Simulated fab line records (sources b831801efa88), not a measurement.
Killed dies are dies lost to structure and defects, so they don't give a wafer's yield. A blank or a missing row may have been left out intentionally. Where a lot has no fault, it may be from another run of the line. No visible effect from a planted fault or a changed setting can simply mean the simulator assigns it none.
Which tool did it?    flow sfq-line    41 wafers from 14 lots sampled at 6 of the route's 325 steps

WHAT THE GAUGES READ, wafer by wafer
SFQ_M6_RS_MEAS_938: measures by four-point-probe.
lot   measured      on             M6_NB_RS (ohm/sq)
L960  day 72 09:26  film-metro-02  0.901 0.903 0.900
L961  day 73 15:41  film-metro-04  0.889 0.886 0.890
L962  day 74 04:44  film-metro-02  0.884 0.881 0.894
L963  day 75 08:18  film-metro-02  0.901 0.886 0.901
L965  day 75 17:54  film-metro-04  0.892 0.889 0.886
L966  day 77 03:29  film-metro-01  0.908 0.899 0.903
L969  day 77 09:32  film-metro-04  0.876 0.883 0.888
L970  day 77 11:55  film-metro-04  0.890 0.890 0.885
L971  day 77 13:07  film-metro-04  0.896 0.883 0.893
L972  day 77 14:19  film-metro-01  0.888 0.891 0.885
L973  day 77 16:42  film-metro-02  0.901 0.894 0.899
L977  day 79 05:39  film-metro-01  0.906 0.899 0.905
L981  day 79 11:40  film-metro-01  0.671 0.895 0.671 0.892
L983  day 79 14:01  film-metro-01  0.896 0.898 0.669 0.895 0.898 0.668

SFQ_M7_OVL_MEAS_945.
lot   measured      on          M7_OVL (nm)
L960  day 77 13:05  overlay-02  1 6 2
L961  day 79 20:22  overlay-02  -2 -1 2
L962  day 79 22:47  overlay-02  -7 2 1
L963  day 80 13:10  overlay-01  8 8 3
L965  day 80 17:58  overlay-01  0 -2 0
L966  day 81 15:23  overlay-02  -3 7 0
L969  day 81 21:25  overlay-02  -1 7 1
L970  day 81 22:36  overlay-02  -3 -7 -5
L971  day 81 23:48  overlay-02  2 -1 5
L972  day 82 02:12  overlay-02  -1 -2 2
L973  day 82 03:24  overlay-02  -3 -5 -3
L977  day 84 02:34  overlay-02  -1 -4 -9
L981  day 84 08:35  overlay-02  11 3
L983  day 84 12:10  overlay-02  5 13 5

SFQ_M8_OVL_MEAS_948.
lot   measured      on          M8_OVL (nm)
L960  day 82 08:12  overlay-02  1 -1 0
L961  day 83 22:49  overlay-02  1 -5 2
L962  day 84 01:14  overlay-02  0 -2 -1
L963  day 84 19:21  overlay-02  -2 7 5
L965  day 88 19:04  overlay-02  5 7 10
L966  day 89 13:04  overlay-01  8 -4 4
L969  day 89 19:05  overlay-02  4 9 4
L970  day 89 20:16  overlay-02  3 8 13
L971  day 90 01:04  overlay-02  -1 2 9
L972  day 90 04:40  overlay-02  0 6 0
L973  day 90 05:52  overlay-01  -1 -3 1
L977  day 91 13:49  overlay-02  7 4 2
L981  day 91 19:50  overlay-02  2 0
L983  day 91 22:13  overlay-02  3 0 5

TOOL THAT RAN EACH LOT (tool first, then ch and the chambers of the sampled wafers, then the start)
lot   SFQ_TRILAYER_R5_DEP_SPUTTER_133  SFQ_TRILAYER_M6_DEP_SPUTTER_157  SFQ_TRILAYER_M6_ETCH_METAL_ETCH_162
L960  pvd-sputter-05, day 65 03:28     pvd-sputter-03, day 72 09:17     rie-metal-03 ch 0,1, day 72 12:05
L961  pvd-sputter-03, day 65 06:26     pvd-sputter-03, day 73 15:35     rie-metal-02 ch 0,1, day 73 18:14
L962  pvd-sputter-04, day 65 15:29     pvd-sputter-03, day 74 04:35     rie-metal-01 ch 0,1, day 74 07:15
L963  pvd-sputter-04, day 66 03:26     pvd-sputter-06, day 75 08:13     rie-metal-03 ch 0,1, day 75 11:01
L965  pvd-sputter-03, day 66 18:29     pvd-sputter-04, day 75 17:49     rie-metal-03 ch 0,1, day 75 20:26
L966  pvd-sputter-03, day 67 21:26     pvd-sputter-04, day 77 03:23     rie-metal-03 ch 1, day 77 07:10
L969  pvd-sputter-05, day 68 00:44     pvd-sputter-06, day 77 09:23     rie-metal-03 ch 0,1, day 77 14:24
L970  pvd-sputter-03, day 68 03:26     pvd-sputter-03, day 77 11:47     rie-metal-01 ch 0,1, day 77 15:36
L971  pvd-sputter-03, day 68 13:26     pvd-sputter-06, day 77 12:59     rie-metal-01 ch 0,1, day 77 18:00
L972  pvd-sputter-05, day 68 15:29     pvd-sputter-03, day 77 14:11     rie-metal-03 ch 0,1, day 77 19:12
L973  pvd-sputter-04, day 68 18:29     pvd-sputter-04, day 77 16:35     rie-metal-02 ch 0,1, day 77 21:34
L977  pvd-sputter-03, day 70 15:22     pvd-sputter-04, day 79 05:28     rie-metal-01 ch 0,1, day 80 00:04
L981  pvd-sputter-05, day 70 22:52     pvd-sputter-04, day 79 11:32     rie-metal-02 ch 0,1, day 80 06:08
L983  pvd-sputter-04, day 71 01:50     pvd-sputter-04, day 79 13:53     rie-metal-02 ch 0,1, day 80 08:28
- SFQ_TRILAYER_R5_DEP_SPUTTER_133: material MoNx, target thk 40 nm, time 66.7 s.
- SFQ_TRILAYER_M6_DEP_SPUTTER_157: material Nb, target thk 200 nm, time 133.3 s.
- SFQ_TRILAYER_M6_ETCH_METAL_ETCH_162: etches Nb in Cl2/Ar, stops on SiO2, target depth 240 nm, time 120 s.

WHAT THE TOOLS THEMSELVES READ (means of the sampled wafers that have a number; where no wafer has one, the mark that the record gives instead)
SFQ_TRILAYER_R5_DEP_SPUTTER_133.
lot   tool            throttle-valve-pct (%)
L960  pvd-sputter-05  29.4
L961  pvd-sputter-03  31.3
L962  pvd-sputter-04  30.6
L963  pvd-sputter-04  30.6
L965  pvd-sputter-03  30.3
L966  pvd-sputter-03  30.3
L969  pvd-sputter-05  29.5
L970  pvd-sputter-03  30.7
L971  pvd-sputter-03  30.1
L972  pvd-sputter-05  29.3
L973  pvd-sputter-04  30.9
L977  pvd-sputter-03  31.8
L981  pvd-sputter-05  29.5
L983  pvd-sputter-04  30.6

SFQ_TRILAYER_M6_DEP_SPUTTER_157.
lot   tool            throttle-valve-pct (%)
L960  pvd-sputter-03  31.0
L961  pvd-sputter-03  31.7
L962  pvd-sputter-03  31.1
L963  pvd-sputter-06  29.9
L965  pvd-sputter-04  31.2
L966  pvd-sputter-04  30.8
L969  pvd-sputter-06  29.3
L970  pvd-sputter-03  29.8
L971  pvd-sputter-06  29.9
L972  pvd-sputter-03  29.9
L973  pvd-sputter-04  30.9
L977  pvd-sputter-04  30.8
L981  pvd-sputter-04  30.6
L983  pvd-sputter-04  30.3

SFQ_TRILAYER_M6_ETCH_METAL_ETCH_162.
lot   tool          chamber-pressure-mTorr (mTorr)  drypump-motor-current-A (A)  he-backside-leak-sccm (sccm)  oes-product-au (a.u.)
L960  rie-metal-03  9.999                           6.2                          3.25                          0.889
L961  rie-metal-02  9.997                           5.8                          3.39                          0.897
L962  rie-metal-01  10.001                          5.5                          3.43                          0.899
L963  rie-metal-03  9.998                           6.1                          3.29                          0.890
L965  rie-metal-03  10.009                          6.2                          3.33                          0.897
L966  rie-metal-03  10.001                          6.0                          3.38                          0.884
L969  rie-metal-03  10.001                          6.2                          3.42                          0.900
L970  rie-metal-01  9.992                           5.5                          3.36                          0.898
L971  rie-metal-01  10.000                          5.5                          3.52                          0.898
L972  rie-metal-03  10.008                          6.3                          3.37                          0.897
L973  rie-metal-02  10.004                          5.9                          3.53                          0.890
L977  rie-metal-01  9.998                           5.5                          3.76                          0.887
L981  rie-metal-02  10.000                          5.8                          3.42                          0.938
L983  rie-metal-02  10.001                          5.9                          3.47                          0.929

THE ANSWER, worked out from the rows above alone
Rule: the lots themselves supply what counts as usual. The widest of any qualifying gaps counts: lots, ordered by their means at a reading, are off when they make up no more than a third of the lots, leave a main group of 4 or more, and stand apart from it by 3 or more times the standard deviation of that group's means. Not used: any main group whose means are identical at the precision the tables above print for the reading. A lot without any number at a reading at which 4 lots or more have one is off too. Any other lot the step has rows for is counted as sound. After the gauges, taken in route order, come the tools' own readings; for these a lot's mean is taken, as printed above. At the first step where some lot is off, the reading lying furthest off is the one used; lots without a number count as furthest.
Off: L981, L983, at SFQ_M6_RS_MEAS_938 (M6_NB_RS). For the main group the mean is 0.893 ohm/sq and the standard deviation 0.0069.
If a tool, at a process step before that reading, ran all the lots that are off and no sound lot after the first of them, it fits. The gauges at SFQ_M6_RS_MEAS_938 aren't tried: what is off there is off at SFQ_TRILAYER_M6_ETCH_METAL_ETCH_162 too, on other tools, and a gauge's error can't cause that. One candidate fits, namely pvd-sputter-04 at SFQ_TRILAYER_M6_DEP_SPUTTER_157. Its last sound lot is L977 (day 79 05:28), its first lot that is off L981 (day 79 11:32): a fault that began between those two fits.

WHAT HAD BEEN PUT IN BY THE SIMULATOR
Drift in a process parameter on pvd-sputter-04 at SFQ_TRILAYER_M6_DEP_SPUTTER_157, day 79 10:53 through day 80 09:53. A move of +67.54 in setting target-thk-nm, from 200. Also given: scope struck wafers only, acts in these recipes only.
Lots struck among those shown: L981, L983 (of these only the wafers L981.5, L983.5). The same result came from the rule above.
